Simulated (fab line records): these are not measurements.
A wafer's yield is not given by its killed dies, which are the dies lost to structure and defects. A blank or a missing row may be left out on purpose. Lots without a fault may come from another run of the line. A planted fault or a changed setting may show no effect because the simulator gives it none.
2 desks, one fault -- flow gf180mcu -- each desk holds nothing but its own numbers, with what lay behind them at the end

TOOL OWNER'S DESK, furnace-01
The tool's own readings at GF_DUAL_GATE_OXIDATION_15 (stabilise 600 s, purge 300 s, target thk 7.098 nm): means of the sampled wafers that have a number, for each lot that ran on this tool. The brackets show how far a lot's mean lies from the usual mean; more than 4 standard deviations puts the lot out of limits, marked OUT. Shown are 7 of the 8 readings it has, namely the first that went out of limits plus those furthest out on some lot.
Columns: A = spike tc bottom C at GF_DUAL_GATE_OXIDATION_15, usual 870 C; B = spike tc centre C at GF_DUAL_GATE_OXIDATION_15, usual 850.5 C; C = spike tc lower C at GF_DUAL_GATE_OXIDATION_15, usual 851.1 C; D = spike tc top C at GF_DUAL_GATE_OXIDATION_15, usual 862.6 C; E = spike tc upper C at GF_DUAL_GATE_OXIDATION_15, usual 847.7 C; F = tube center temp C at GF_DUAL_GATE_OXIDATION_15, usual 849.99 C; G = tube_center_temp_C_max at GF_DUAL_GATE_OXIDATION_15, usual 852.2
lot,first seen here,A,B,C,D,E,F,G
L432,day 9 12:50,894 (+7.3) OUT,870.1 (+18) OUT,869.8 (+17) OUT,884.6 (+8.2) OUT,869.1 (+15) OUT,869.62 (+99 or more) OUT,871.8 (+53) OUT
L433,day 9 18:38,894 (+7.2) OUT,869.3 (+17) OUT,869.8 (+17) OUT,884.8 (+8.2) OUT,868.3 (+15) OUT,869.60 (+99 or more) OUT,871.4 (+52) OUT
L443,day 12 19:40,873,849.1,851.0,865.8,848.1,850.06,852.3
L450,day 14 17:49,874,850.3,851.6,864.7,848.1,850.00,852.3
Finding of this desk: L432, L433 out of limits; the first was L432 at day 9 12:50, on spike tc bottom C at GF_DUAL_GATE_OXIDATION_15. L443, L450 stayed within limits.

THE METROLOGY DESK
Means of the sampled wafers that have a number, per lot and without regard to the tool the lot ran on: this is what the gauges read. The brackets show how far a lot's mean lies from the usual mean; more than 4 standard deviations puts the lot out of limits, marked OUT.
Columns: A = V1_CVD_02_THK at GF_V1_THK_MEAS_03, usual 856 nm
lot,first seen here,A
L431,day 18 08:49,853
L432,day 18 16:08,860
L433,day 19 01:34,850
L434,day 19 19:06,855
L437,day 20 18:47,853
L443,day 22 21:15,860
L444,day 23 00:54,843
L447,day 24 03:02,859
L448,day 24 17:25,855
L449,day 24 18:01,851
L450,day 25 02:38,871
L451,day 25 10:33,852
This desk's verdict: no lot among the 12 shows anything out of limits.

PUT TOGETHER
The tool owner's desk had the chance to raise an alarm at day 9 12:50 on L432, L433.
From the metrology desk's view, nothing was out of limits.
The metrology desk has L432, L433 on record, within its limits.
Every lot named ran GF_DUAL_GATE_OXIDATION_15 on furnace-01.

WHAT WAS PUT IN BY THE SIMULATOR
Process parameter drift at GF_DUAL_GATE_OXIDATION_15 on furnace-01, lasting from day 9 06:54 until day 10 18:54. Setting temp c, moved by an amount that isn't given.
Struck lots among those shown: L432, L433.
How many hours passed from the start of the fault until each desk's first out-of-limits reading: the tool owner's desk, 6.
